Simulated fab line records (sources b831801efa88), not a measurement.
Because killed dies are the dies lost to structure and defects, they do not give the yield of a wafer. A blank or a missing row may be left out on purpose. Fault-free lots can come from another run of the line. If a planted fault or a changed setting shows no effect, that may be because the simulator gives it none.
Code-filled problem report in 8D (eight disciplines) form / flow gf180mcu / the parts of the form that need people (team, actions taken, sign-off) are left out

1. THE ISSUE
At GF_STI_ETCH_13, runLengthS averages 153.1 s over 3 wafers from 2 lots, while fault-free wafers read 141.5 s, standard deviation 0.44. Relative to the usual mean, that is a shift of +26 standard deviations.
The step: etches the open film in CHF3/O2, stops on Si, target depth 282.31 nm, time 112.9 s.
Earliest sighting: wafer L486.4 on rieDiel-01 at day 4 09:25. The record has a number at this step for 41 wafers belonging to 14 lots. By rule, "out" or "out of limits" means more than 4 standard deviations away from the usual mean. The other wafers with a number count as sound.

2. WHAT IT IS, WHAT IT ISN'T
question=which readings at this step | is=runLengthS, oesProductAu | is not=drypumpMotorCurrentA
question=which lots | is=L486, L489 | is not=L475, L476, L478, L479, L480, L481, L482, L483, L484, L485, L496, L497
question=which wafers of those lots | is=L486.4, L489.1, L489.4 | is not=L486.5, L486.6
question=read on which tools | is=rieDiel-01 | is not=rieDiel-02, rieDiel-04
question=when | is=from day 4 09:25 | is not=up to then (32 sound wafers); but 6 sound wafers of L496, L497 came after

3. SUSPECTS, AND WHAT RULES EACH OUT
Counting: a tool at a process step up to the reading stays a suspect if it ran every lot that is out. Sound lots after the first of them don't rule it out here, since some wafers of a struck lot are sound.
- rieDiel-01 at GF_STI_ETCH_13 (etches the open film in CHF3/O2, stops on Si, target depth 282.31 nm, time 112.9 s): kept. Every lot that is out went through it, the first being L486 (day 4 09:25); the last sound lot it ran before that was L484 (day 3 23:01). Its own readings are out on those wafers: oesProductAu, runLengthS.
After counting, what remains is rieDiel-01 at GF_STI_ETCH_13.

4. THE CAUSE (what the simulator had put in)
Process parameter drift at GF_STI_ETCH_13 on rieDiel-01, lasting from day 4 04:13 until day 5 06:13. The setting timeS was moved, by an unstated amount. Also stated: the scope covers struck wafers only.
Only this tool survived the counting.

5. SEQUENCE OF EFFECTS, ordered by route
One row per reading whose mean, taken over the struck wafers that have a number, lies over 3 standard deviations from the usual. Scope: only readings with a usual standard deviation given in the record; hours: median across lots of the time from each lot's start at the first step in this table that gives one to its start at this step; sigmas: change in usual standard deviations.
hours=0; step=GF_STI_ETCH_13; reading=oesProductAu; usual=0.832 a.u.; on struck wafers=0.794; change=-0.038; sigmas=-5.7
hours=0; step=GF_STI_ETCH_13; reading=runLengthS; usual=141.5 s; on struck wafers=153.1; change=+11.6; sigmas=+26
hours=0; step=GF_STI_STRIP_15; reading=stripTimeToEndpointS; usual=3.73 s; on struck wafers=3.46; change=-0.27; sigmas=-6.7
Here are the process steps it includes:
- GF_STI_ETCH_13: etches the open film in CHF3/O2, stops on Si, target depth 282.31 nm, time 112.9 s.
- GF_STI_STRIP_15: strips in O2/N2.
At these later measuring or inspecting steps, every struck wafer for which the step has a row has a number for every such reading, and none has moved that far: GF_VT_IMPLANT_OVL_MEAS_29.

6. HOW IT WOULD HAVE BEEN CAUGHT EARLIER
5 hours passed between the start of the fault at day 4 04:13 and the first reading out of limits in this record, taken at day 4 09:25.
